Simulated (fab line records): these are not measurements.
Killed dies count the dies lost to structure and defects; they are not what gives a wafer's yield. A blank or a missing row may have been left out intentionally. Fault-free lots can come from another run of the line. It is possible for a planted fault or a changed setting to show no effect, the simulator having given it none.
A single fault, viewed from 2 desks ; flow sky130 ; every desk sees just its own numbers, and what lay behind them comes last

== AT THE METROLOGY DESK ==
Means of the sampled wafers that have a number, per lot and without regard to the tool the lot ran on: this is what the gauges read. The brackets show how far a lot's mean lies from the usual mean; more than 4 standard deviations puts the lot out of limits, marked OUT.
Columns: A = LDD_HVN_OVL at SKY_LDD_HVN_OVL_MEAS_07, usual -0.7 nm; B = LDD_HVN_TW at SKY_LDD_HVN_TW_MEAS_10, usual 1450; C = LDD_HVP_OVL at SKY_LDD_HVP_OVL_MEAS_07, usual -0.1 nm
lot;first seen here;A;B;C
L477;day 21 11:31;-1.2;1446;1.5
L486;day 25 01:55;-1.3;1455;-1.3
L489;day 26 01:07;0.3;1459;1.7
L490;day 26 06:19;-1.3;1448;2.9
L491;day 27 01:46;-1.6;1445;-0.5
L496;day 28 11:51;-0.7;1466;-1.0
This desk's verdict: no lot among the 6 shows anything out of limits.

== DESK OF THE TOOL OWNER: implanter-01 ==
For each lot that ran on this tool, the mean over its sampled wafers that have a number, from the tool's own readings at SKY_LDD_HVP_IMPLANT_08. The brackets show how far a lot's mean lies from the usual mean; more than 4 standard deviations puts the lot out of limits, marked OUT.
Columns: A = dose_ions_cm2 at SKY_LDD_HVP_IMPLANT_08, usual 1.7001e+13; B = faraday_current_uA at SKY_LDD_HVP_IMPLANT_08, usual 95.8
lot;first seen here;A;B
L477;day 22 18:11;1.6989e+13;95.8
L486;day 26 07:00;1.4830e+13 (-99 or more) OUT;83.8 (-6.0) OUT
L489;day 27 05:58;1.4813e+13 (-99 or more) OUT;82.8 (-6.5) OUT
This desk finds L486, L489 out of limits, L486 being first, at day 26 07:00 (dose_ions_cm2 at SKY_LDD_HVP_IMPLANT_08). Within limits: L477.

== ALL TOGETHER ==
The tool owner's desk could have raised an alarm at day 26 07:00, on L486, L489.
Metrology desk: nothing out of limits seen.
The metrology desk has L486, L489 on record, within its limits.
SKY_LDD_HVP_IMPLANT_08 was run on implanter-01 by each of the lots named.

== WHAT THE SIMULATOR HAD PUT IN ==
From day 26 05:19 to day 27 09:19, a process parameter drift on implanter-01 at SKY_LDD_HVP_IMPLANT_08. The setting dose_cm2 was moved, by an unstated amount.
Struck lots among those shown: L486, L489.
Delay in hours, fault start to first out-of-limits reading, by desk: the tool owner's desk at 2.
